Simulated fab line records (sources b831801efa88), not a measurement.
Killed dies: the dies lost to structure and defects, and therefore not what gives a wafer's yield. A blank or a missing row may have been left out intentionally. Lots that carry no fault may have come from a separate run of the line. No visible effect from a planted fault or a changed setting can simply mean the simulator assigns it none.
fab line records	flow sfq-line
record lots=6	wafers=18	last-day=91
route steps=325 shown I2@107 M3@118 I3@133 M4@148 M8@325
lots that met no fault: taken from a fault-free run of the same line
start-h: hours from the record's first day to the start of the lot's first wafer shown	wait-h: time in hours since the lot's previous step	" unchanged from the row above	L1.1+2: a single row standing in for several wafers	- value missing, or start not given	* or withheld: withheld	< > ~ a bound
route shown NAME@n: a module of which the file shows steps, and the number in the route of the first	usual: mean/standard deviation of fault-free wafers	same: alike in all rows	chamber/n: place in a boat	sites: the reading at each site	_std_site: the standard deviation of these	_edge_site: the outer-site mean with the inner-site mean subtracted	radius-mm: how far each site lies from the wafer's centre	mask NAME#n: copy n	behind: the last tool/chamber to shape the wafer	hold: reason for holding the lot/hours on hold/outcome of the hold	device: the n, p or np transistor that did not switch	end of line: tests run on the same wafers once the route is complete	a step given without rows: its recipe and nothing more	killed: the dies lost at the first sort to structure and to defects; this is not the yield of the wafer	map: per-die view of a wafer (x killed, . not killed, _ where there is no die)
set.NAME: the run value of the setting; set.NAME@STEP: its run value at that earlier step	model.NAME: the simulator's own value behind a step, which no gauge read
lots at selected steps of the route; one table per step, one row per wafer
services: the hour from which a tool's chamber was out of use, counted from the record's first day as start-h (under 0 if before that day), plus the number of hours and why
## steps
# step SFQ_TRILAYER_I2_VIA_LITHO_COAT_072
# recipe resist=BARC	spin-rpm=3000	resist-thk-nm=62
# step SFQ_TRILAYER_I2_VIA_LITHO_COAT_067
# recipe resist=KrF	spin-rpm=3000	resist-thk-nm=650
# step SFQ_TRILAYER_I2_VIA_LITHO_SOFTBAKE_071
# recipe temp-c=withheld	time-s=withheld	resist=KrF
# step SFQ_TRILAYER_I2_VIA_LITHO_EXPOSE_068
# recipe mask-id=I2	na=0.6	source-shape=conventional	sigma-outer=0.65	target-cd-nm=500	dose-mj=21.3
# step SFQ_TRILAYER_I2_VIA_LITHO_PEB_070
# recipe peb-temp-c=115	peb-time-s=60	resist=KrF
# step SFQ_TRILAYER_I2_VIA_LITHO_DEVELOP_069
# recipe time-s=60	resist=KrF
# step SFQ_I2_OVL_MEAS_918
# usual I2_OVL=3/5.7
lot.wafer	tool	chamber	start-h	wait-h	I2_OVL[nm]
L263.2	overlay-01	-	756.26	0.1	8
L263.3	"	-	"	"	-1
L263.5	"	-	"	"	3
L269.2	overlay-02	-	810.51	0.1	12
L269.4	"	-	"	"	2
L269.5	"	-	"	"	8
L273.2	overlay-02	-	833.28	0.1	12
L273.5	"	-	"	"	12
L273.6	"	-	"	"	11
L275.2	overlay-01	-	842.88	0.1	5
L275.4	"	-	"	"	4
L275.5	"	-	"	"	3
L280.3	overlay-02	-	885.90	0.1	-10
L280.4	"	-	"	"	3
L280.5	"	-	"	"	-4
L281.3	overlay-01	-	897.85	0.1	3
L281.5	"	-	"	"	5
L281.6	"	-	"	"	3
# step SFQ_TRILAYER_I2_VIA_BARC_OPEN_VIA_ETCH_096
# recipe mask-material=PR	chemistry=O2	target-depth-nm=125	target=BARC	source-w=500	bias-w=80	pressure-mtorr=30	time-s=41.7
# step SFQ_TRILAYER_I2_VIA_ETCH_VIA_ETCH_070
# recipe target=SiO2	stop-on=Nb	mask-material=PR	taper-deg=20	chemistry=CHF3	target-depth-nm=260	source-w=500	bias-w=80	pressure-mtorr=30	time-s=withheld
# step SFQ_TRILAYER_I2_VIA_STRIP_STRIP_071
# recipe gas=O2	power-w=200	platen-temp-c=40	overash-fraction=0.65	chemistry=O2	pressure-mtorr=50
# step SFQ_TRILAYER_I2_VIA_STRIP_SOLV_CLEAN_072
# recipe chemistry=NMP	temp-c=70	time-s=600
# step SFQ_TRILAYER_M3_DEP_PRE_CLEAN_074
# recipe gas=Ar	time-s=22.5	bias-v=250
# step SFQ_TRILAYER_M3_DEP_SPUTTER_073
# recipe material=Nb	base-pressure-pa=1.33e-06	chamber-pressure-pa=0.1333	substrate-temp-c=20	resputter-cathode-voltage-v=400	target-thk-nm=200	power-w=2000	time-s=133.3
# usual chamber-pressure-pa=0.13331/0.00029	throttle-valve-pct=29.8/1.4
lot.wafer	tool	chamber	start-h	wait-h	chamber-pressure-pa	throttle-valve-pct	model.Nb_of_TRILAYER_M3_DEP_SPUTTER_073.thk-nm
L263.2	pvd-sputter-05	-	757.25	0.0	0.13323	29.7	196.5
L263.3	"	-	"	"	0.13346	27.7	197.7
L263.5	"	-	"	"	0.13373	30.2	195.7
L269.2	pvd-sputter-06	-	811.50	0.0	0.1335	29.2	201.1
L269.4	"	-	"	"	0.13295	29.8	201.2
L269.5	"	-	"	"	0.13328	29.9	197
L273.2	pvd-sputter-05	-	834.28	0.0	0.13392	32.3	203.8
L273.5	"	-	"	"	0.13267	30.2	202.1
L273.6	"	-	"	"	0.1334	32.5	200.5
L275.2	pvd-sputter-05	-	844.04	0.0	0.13339	30.2	201
L275.4	"	-	"	"	0.13308	27.9	201
L275.5	"	-	"	"	0.13317	30.2	200.7
L280.3	pvd-sputter-06	-	887.05	0.0	0.13332	29.1	201.7
L280.4	"	-	"	"	0.13323	29.0	200.6
L280.5	"	-	"	"	0.13349	29.8	202.3
L281.3	pvd-sputter-05	-	899.43	0.0	0.13298	32.6	199.1
L281.5	"	-	"	"	0.1333	29.5	198.2
L281.6	"	-	"	"	0.13303	27.7	197.7
# step SFQ_M3_RS_MEAS_919
# recipe thk-meas-gauge=four-point-probe	reads=Nb_of_TRILAYER_M3_DEP_SPUTTER_073
# usual M3_NB_RS=0.892/0.011
lot.wafer	tool	chamber	start-h	wait-h	M3_NB_RS[ohm/sq]
L263.2	film-metro-02	-	757.36	0.1	0.907
L263.3	"	-	"	"	0.900
L263.5	"	-	"	"	0.911
L269.2	film-metro-02	-	811.61	0.1	0.887
L269.4	"	-	"	"	0.884
L269.5	"	-	"	"	0.906
L273.2	film-metro-01	-	834.39	0.1	0.871
L273.5	"	-	"	"	0.880
L273.6	"	-	"	"	0.887
L275.2	film-metro-04	-	844.15	0.1	0.885
L275.4	"	-	"	"	0.883
L275.5	"	-	"	"	0.888
L280.3	film-metro-01	-	887.18	0.1	0.880
L280.4	"	-	"	"	0.887
L280.5	"	-	"	"	0.881
L281.3	film-metro-01	-	899.56	0.1	0.894
L281.5	"	-	"	"	0.897
L281.6	"	-	"	"	0.898
# step SFQ_TRILAYER_M3_LITHO_COAT_080
# recipe resist=BARC	spin-rpm=3000	resist-thk-nm=62
# step SFQ_TRILAYER_M3_LITHO_COAT_075
# recipe resist=KrF	spin-rpm=3000	resist-thk-nm=600
# step SFQ_TRILAYER_M3_LITHO_SOFTBAKE_079
# recipe temp-c=withheld	time-s=withheld	resist=KrF
# step SFQ_TRILAYER_M3_LITHO_EXPOSE_076
# recipe mask-id=M3	na=0.6	source-shape=conventional	sigma-outer=0.65	target-cd-nm=500	dose-mj=14.4
# step SFQ_TRILAYER_M3_LITHO_PEB_078
# recipe peb-temp-c=115	peb-time-s=60	resist=KrF
# step SFQ_TRILAYER_M3_LITHO_DEVELOP_077
# recipe time-s=60	resist=KrF
# step SFQ_M3_OVL_MEAS_921
# usual M3_OVL=-2/6
lot.wafer	tool	chamber	start-h	wait-h	M3_OVL[nm]
L263.2	overlay-02	-	888.29	0.1	-1
L263.3	"	-	"	"	-2
L263.5	"	-	"	"	-5
L269.2	overlay-02	-	950.87	0.1	5
L269.4	"	-	"	"	-1
L269.5	"	-	"	"	2
L273.2	overlay-02	-	974.85	0.1	4
L273.5	"	-	"	"	-3
L273.6	"	-	"	"	6
L275.2	overlay-02	-	983.38	0.1	9
L275.4	"	-	"	"	9
L275.5	"	-	"	"	3
L280.3	overlay-02	-	1043.08	0.1	-6
L280.4	"	-	"	"	-7
L280.5	"	-	"	"	-7
L281.3	overlay-02	-	1057.48	0.1	2
L281.5	"	-	"	"	-5
L281.6	"	-	"	"	9
# step SFQ_TRILAYER_M3_BARC_OPEN_METAL_ETCH_100
# recipe mask-material=PR	chemistry=O2	target-depth-nm=125	target=BARC	icp-w=600	bias-w=80	pressure-mtorr=10	time-s=41.7
# step SFQ_TRILAYER_M3_ETCH_METAL_ETCH_078
# recipe target=Nb	stop-on=SiO2	mask-material=PR	chemistry=Cl2/Ar	target-depth-nm=240	icp-w=600	bias-w=80	pressure-mtorr=10	time-s=120
# usual chamber-pressure-mTorr=9.999/0.0098	drypump-motor-current-A=5.5/0.54	oes-product-au=0.892/0.0079
lot.wafer	tool	chamber	start-h	wait-h	chamber-pressure-mTorr	drypump-motor-current-A	oes-product-au	rf-hours-counter-h	model.etch.depth-nm	model.M3.feature-depth-nm
L263.2	rie-metal-02	1	888.38	0.0	9.999	4.8	0.883	117	196.5	196.5
L263.3	"	0	"	"	9.995	5.8	0.889	-	197.7	197.7
L263.5	"	1	"	"	9.994	4.8	0.887	-	195.7	195.7
L269.2	rie-metal-01	1	951.06	0.1	9.997	5.0	0.897	-	201.1	201.1
L269.4	"	1	"	"	9.998	5.0	0.892	-	201.2	201.2
L269.5	"	1	"	"	9.993	5.0	0.882	-	197	197
L273.2	rie-metal-04	0	974.94	0.0	10.003	5.1	0.902	4	203.8	203.8
L273.5	"	0	"	"	10.006	5.0	0.900	-	202.1	202.1
L273.6	"	1	"	"	9.999	6.2	0.898	-	200.5	200.5
L275.2	rie-metal-02	0	983.47	0.0	9.990	5.8	0.896	37	201	201
L275.4	"	0	"	"	9.990	5.8	0.898	-	201	201
L275.5	"	0	"	"	10.006	5.8	0.890	-	200.7	200.7
L280.3	rie-metal-04	0	1043.21	0.1	9.977	5.0	0.900	-	201.7	201.7
L280.4	"	1	"	"	10.018	6.1	0.890	-	200.6	200.6
L280.5	"	0	"	"	10.001	5.1	0.895	-	202.3	202.3
L281.3	rie-metal-04	0	1057.61	0.1	9.986	5.0	0.887	-	199.1	199.1
L281.5	"	1	"	"	10.004	6.2	0.884	-	198.2	198.2
L281.6	"	0	"	"	9.989	5.0	0.888	-	197.7	197.7
# step SFQ_TRILAYER_M3_STRIP_STRIP_079
# recipe gas=O2	power-w=200	platen-temp-c=40	overash-fraction=0.65	chemistry=O2	pressure-mtorr=50
# step SFQ_TRILAYER_M3_STRIP_SOLV_CLEAN_080
# recipe chemistry=NMP	temp-c=70	time-s=600
# step SFQ_TRILAYER_I3_DEP_PECVD_081
# recipe material=SiO2	temp-c=150	time-s=111.11	pressure-torr=2.4	rf-w=183.3	precursor=SiH4/N2O	target-thk-nm=500
# usual heater-power-w=85/14	throttle-valve-pct=24.0/1.6
lot.wafer	tool	chamber	start-h	wait-h	heater-power-w	throttle-valve-pct
L263.2	pecvd-03	1	889.28	0.0	84	24.4
L263.3	"	2	"	"	55	24.6
L263.5	"	2	"	"	59	25.0
L269.2	pecvd-03	1	952.66	0.0	82	24.2
L269.4	"	1	"	"	83	24.2
L269.5	"	0	"	"	83	23.9
L273.2	pecvd-01	0	975.84	0.0	91	24.0
L273.5	"	0	"	"	94	24.1
L273.6	"	2	"	"	108	21.6
L275.2	pecvd-01	0	984.40	0.0	97	23.8
L275.4	"	2	"	"	118	22.1
L275.5	"	1	"	"	73	22.1
L280.3	pecvd-04	0	1044.07	0.0	89	27.7
L280.4	"	2	"	"	99	23.7
L280.5	"	0	"	"	97	27.7
L281.3	pecvd-03	1	1058.47	0.0	82	24.6
L281.5	"	2	"	"	67	25.2
L281.6	"	1	"	"	85	24.7
# step SFQ_TRILAYER_I3_CMP_CMP_082
# recipe material=SiO2	down-force-psi=3	platen-rpm=60	pad-velocity-m-s=0.94248
# usual motor-current-A=10.1/1.4	platen-rpm=60.00/0.036	time-to-endpoint-s=213/7.6
lot.wafer	tool	chamber	start-h	wait-h	motor-current-A	platen-rpm	time-to-endpoint-s
L263.3	cmp-02	0	890.36	1.0	9.5	60.01	218
L263.2	"	1	"	"	9.8	59.98	212
L263.5	"	2	"	"	12.1	60.04	230
L269.4	cmp-02	2	953.24	0.5	10.4	59.95	215
L269.2	"	0	954.24	1.5	10.4	59.99	208
L269.5	"	2	955.24	2.5	12.1	60.01	220
L273.2	cmp-02	3	977.42	1.5	8.4	60.02	214
L273.5	"	0	"	"	10.2	60.02	216
L273.6	"	1	"	"	10.4	60.01	216
L275.2	cmp-02	1	985.04	0.6	9.9	60.06	216
L275.4	"	2	"	"	11.5	60.03	222
L275.5	"	2	987.54	3.1	10.8	59.99	223
L280.4	cmp-02	0	1045.45	1.3	10.4	59.98	220
L280.3	"	1	"	"	10.1	60.02	215
L280.5	"	0	1047.45	3.3	10.4	59.98	218
L281.3	cmp-01	0	1067.40	8.9	11.9	60.10	206
L281.5	"	2	1068.40	9.9	10.2	59.99	216
L281.6	"	3	"	"	10.6	60.02	213
# step SFQ_I3_BOW_MEAS_922
# recipe mode=bow
# usual I3_BOW=4/6.9
lot.wafer	tool	chamber	start-h	wait-h	I3_BOW[um]
L263.2	film-metro-03	-	892.38	1.0	3
L263.3	"	-	"	"	-3
L263.5	"	-	"	"	-13
L269.2	film-metro-03	-	955.76	1.0	10
L269.4	"	-	"	"	0
L269.5	"	-	"	"	13
L273.2	film-metro-02	-	978.94	1.0	16
L273.5	"	-	"	"	4
L273.6	"	-	"	"	11
L275.2	film-metro-04	-	988.06	2.5	-3
L275.4	"	-	"	"	-3
L275.5	"	-	"	"	-9
L280.3	film-metro-02	-	1047.99	1.5	11
L280.4	"	-	"	"	12
L280.5	"	-	"	"	2
L281.3	film-metro-02	-	1069.44	1.5	5
L281.5	"	-	"	"	6
L281.6	"	-	"	"	-1
# step SFQ_TRILAYER_I3_METRO_MEASURE_083
# usual thk-nm=199.8/1.1
lot.wafer	tool	chamber	start-h	wait-h	thk-nm
L263.2	film-metro-03	-	892.68	0.3	201.0
L263.3	"	-	"	"	201.3
L263.5	"	-	"	"	201.0
L269.2	film-metro-03	-	956.06	0.3	199.8
L269.4	"	-	"	"	200.1
L269.5	"	-	"	"	200.6
L273.2	film-metro-02	-	979.24	0.3	200.6
L273.5	"	-	"	"	200.3
L273.6	"	-	"	"	199.0
L275.2	film-metro-04	-	988.36	0.3	200.1
L275.4	"	-	"	"	201.9
L275.5	"	-	"	"	200.7
L280.3	film-metro-02	-	1048.47	0.5	199.1
L280.4	"	-	"	"	200.9
L280.5	"	-	"	"	200.3
L281.3	film-metro-02	-	1069.92	0.5	199.1
L281.5	"	-	"	"	199.1
L281.6	"	-	"	"	198.5
# step SFQ_TRILAYER_I3_VIA_LITHO_COAT_090
# recipe resist=BARC	spin-rpm=3000	resist-thk-nm=62
# step SFQ_TRILAYER_I3_VIA_LITHO_COAT_085
# recipe resist=KrF	spin-rpm=3000	resist-thk-nm=650
# step SFQ_TRILAYER_I3_VIA_LITHO_SOFTBAKE_089
# recipe temp-c=withheld	time-s=withheld	resist=KrF
# step SFQ_TRILAYER_I3_VIA_LITHO_EXPOSE_086
# recipe mask-id=I3	na=0.6	source-shape=conventional	sigma-outer=0.65	target-cd-nm=500	dose-mj=21.3
# step SFQ_TRILAYER_I3_VIA_LITHO_PEB_088
# recipe peb-temp-c=115	peb-time-s=60	resist=KrF
# step SFQ_TRILAYER_I3_VIA_LITHO_DEVELOP_087
# recipe time-s=60	resist=KrF
# step SFQ_I3_OVL_MEAS_923
# usual I3_OVL=0/5.8
lot.wafer	tool	chamber	start-h	wait-h	I3_OVL[nm]
L263.2	overlay-01	-	1051.48	0.1	6
L263.3	"	-	"	"	0
L263.5	"	-	"	"	10
L269.2	overlay-02	-	1113.69	0.1	-4
L269.4	"	-	"	"	-5
L269.5	"	-	"	"	-7
L273.2	overlay-02	-	1137.48	0.1	9
L273.5	"	-	"	"	3
L273.6	"	-	"	"	10
L275.2	overlay-01	-	1142.28	0.1	9
L275.4	"	-	"	"	8
L275.5	"	-	"	"	4
L280.3	overlay-01	-	1201.34	0.1	-6
L280.4	"	-	"	"	0
L280.5	"	-	"	"	-3
L281.3	overlay-02	-	1215.86	0.1	2
L281.5	"	-	"	"	-2
L281.6	"	-	"	"	2
# step SFQ_TRILAYER_I3_VIA_BARC_OPEN_VIA_ETCH_121
# recipe mask-material=PR	chemistry=O2	target-depth-nm=125	target=BARC	source-w=500	bias-w=80	pressure-mtorr=30	time-s=41.7
# step SFQ_TRILAYER_I3_VIA_ETCH_VIA_ETCH_088
# recipe target=SiO2	stop-on=Nb	mask-material=PR	taper-deg=20	chemistry=CHF3	target-depth-nm=260	source-w=500	bias-w=80	pressure-mtorr=30	time-s=withheld
# usual chamber-pressure-mTorr=30.002/0.027	drypump-motor-current-A=5.8/0.44	oes-product-au=0.855/0.0048
lot.wafer	tool	chamber	start-h	wait-h	chamber-pressure-mTorr	drypump-motor-current-A	oes-product-au
L263.2	rie-diel-04	0	1051.55	0.0	30.028	5.7	0.863
L263.3	"	1	"	"	30.024	5.8	0.854
L263.5	"	2	"	"	30.033	5.4	0.861
L269.2	rie-diel-04	3	1113.76	0.0	30.028	5.7	0.858
L269.4	"	0	"	"	30.051	5.7	0.851
L269.5	"	0	"	"	30.013	5.7	0.854
L273.2	rie-diel-01	2	1137.55	0.0	29.989	5.8	0.857
L273.5	"	1	"	"	29.988	4.9	0.857
L273.6	"	2	"	"	29.994	5.8	0.854
L275.2	rie-diel-02	1	1142.35	0.0	30.019	5.4	0.857
L275.4	"	2	"	"	30.036	5.7	0.860
L275.5	"	3	"	"	30.026	6.4	0.860
L280.3	rie-diel-01	3	1201.40	0.0	29.954	5.8	0.852
L280.4	"	1	"	"	30.037	4.9	0.859
L280.5	"	1	"	"	29.996	4.9	0.846
L281.3	rie-diel-01	2	1215.93	0.0	29.997	5.8	0.849
L281.5	"	2	"	"	30.052	5.8	0.852
L281.6	"	3	"	"	29.996	5.8	0.851
# step SFQ_TRILAYER_I3_VIA_STRIP_STRIP_089
# recipe gas=O2	power-w=200	platen-temp-c=40	overash-fraction=0.65	chemistry=O2	pressure-mtorr=50
# usual chamber-pressure-mTorr=50.00/0.042	drypump-motor-current-A=5.4/0.44	oes-product-au=0.999/0.01
# same overash-fraction=0.65
lot.wafer	tool	chamber	start-h	wait-h	chamber-pressure-mTorr	drypump-motor-current-A	oes-product-au	rf-hours-counter-h
L263.2	rie-metal-02	0	1051.86	-	49.94	5.8	1.013	-
L263.3	"	0	"	"	50.03	5.8	1.007	-
L263.5	"	0	"	"	49.96	5.8	0.997	-
L269.2	rie-metal-03	1	1113.87	-	49.99	5.0	0.991	83
L269.4	"	0	"	"	50.02	5.7	1.005	-
L269.5	"	1	"	"	49.96	4.9	0.986	-
L273.2	rie-metal-01	1	1137.67	-	50.05	5.0	0.998	15
L273.5	"	1	"	"	50.08	5.0	1.001	-
L273.6	"	0	"	"	50.05	5.8	1.001	-
L275.2	rie-metal-02	0	1142.47	-	50.07	5.8	1.006	61
L275.4	"	0	"	"	49.98	5.8	1.007	-
L275.5	"	1	"	"	49.97	4.8	0.978	-
L280.3	rie-metal-02	1	1201.72	-	49.99	4.8	0.981	-
L280.4	"	0	"	"	49.98	5.8	1.018	-
L280.5	"	1	"	"	49.96	4.8	0.998	-
L281.3	rie-metal-02	1	1216.24	-	49.90	4.8	0.986	-
L281.5	"	0	"	"	49.93	5.8	0.997	-
L281.6	"	1	"	"	50.07	4.8	0.988	-
# step SFQ_TRILAYER_I3_VIA_STRIP_SOLV_CLEAN_090
# recipe chemistry=NMP	temp-c=70	time-s=600
# step SFQ_TRILAYER_M4_DEP_PRE_CLEAN_092
# recipe gas=Ar	time-s=22.5	bias-v=250
# step SFQ_M8_BOW_MEAS_951
# recipe mode=bow
# usual M8_BOW=10/9.5
lot.wafer	tool	chamber	start-h	wait-h	M8_BOW[um]	model.etest.m3.ohm-um	model.etest.m3.ohm-sq
L263.2	film-metro-01	-	2018.68	0.0	2	1.817	0.9056
L263.3	"	-	"	"	-3	1.804	0.9003
L263.5	"	-	"	"	-13	1.826	0.9093
L269.2	film-metro-02	-	2125.92	0.0	-2	1.768	0.8848
L269.4	"	-	"	"	-12	1.76	0.8845
L269.5	"	-	"	"	0	1.805	0.9032
L273.2	film-metro-02	-	2138.88	0.0	27	1.753	0.8731
L273.5	"	-	"	"	15	1.772	0.8806
L273.6	"	-	"	"	23	1.765	0.8876
L275.2	film-metro-03	-	2176.26	0.0	8	1.764	0.8854
L275.4	"	-	"	"	9	1.766	0.8853
L275.5	"	-	"	"	4	1.77	0.8868
L280.3	film-metro-02	-	2182.27	0.0	31	1.775	0.8823
L280.4	"	-	"	"	30	1.777	0.8873
L280.5	"	-	"	"	21	1.77	0.8798
L281.3	film-metro-03	-	2183.47	0.0	9	1.783	0.8936
L281.5	"	-	"	"	10	1.795	0.898
L281.6	"	-	"	"	5	1.802	0.9002
## services
tool	chamber	start-h	hours	kind
pvd-sputter-05	-	734.75	3.0	repair
pvd-sputter-05	-	759.84	11.4	repair
rie-metal-02	1	777.86	12.4	repair
rie-metal-04	-	780.39	0.8	repair
cmp-02	-	780.43	2.8	repair
film-metro-02	-	792.97	0.5	pm
cmp-02	-	810.85	1.3	repair
cmp-02	-	820.05	1.6	repair
pvd-sputter-05	-	822.86	3.6	repair
cmp-02	-	847.28	1.0	repair
cmp-02	-	875.57	0.8	repair
pvd-sputter-05	-	885.06	1.4	repair
cmp-02	-	914.38	9.2	pm
cmp-02	-	923.62	4.0	pm
pvd-sputter-05	-	927.07	3.6	repair
cmp-02	-	930.09	8.6	pm
pvd-sputter-05	-	932.43	15.6	repair
rie-metal-02	-	951.62	0.3	repair
cmp-02	-	970.59	0.5	repair
pvd-sputter-05	-	1072.12	2.2	repair
cmp-02	-	1105.99	2.7	repair
rie-metal-02	0	1149.82	14.0	repair
cmp-02	-	1178.33	9.1	pm
rie-metal-02	-	1206.26	0.6	repair
## key
first-sign none at tools or gauges
model-effect step=SFQ_TRILAYER_M3_DEP_SPUTTER_073	value=Nb_of_TRILAYER_M3_DEP_SPUTTER_073.thk-nm	without=197.6	struck=201.7
model-effect step=SFQ_TRILAYER_M3_ETCH_METAL_ETCH_078	value=etch.depth-nm	without=197.6	struck=201.7
model-effect step=SFQ_M8_BOW_MEAS_951	value=etest.m3.ohm-um	without=1.801	struck=1.765
met-at SFQ_TRILAYER_M3_DEP_SPUTTER_073
struck-wafers L273.2,L273.5,L275.2,L275.4,L275.5
onset-between 757.25 834.28
fault kind=process-parameter-drift	tool=pvd-sputter-05	chamber=-	onset-h=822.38	steps=SFQ_TRILAYER_M3_DEP_SPUTTER_073	channel=target-thk-nm	offset=4.0896	shape=step	end-h=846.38	scope=struck-wafers-only	acts-in=these-recipes-only	stated=200
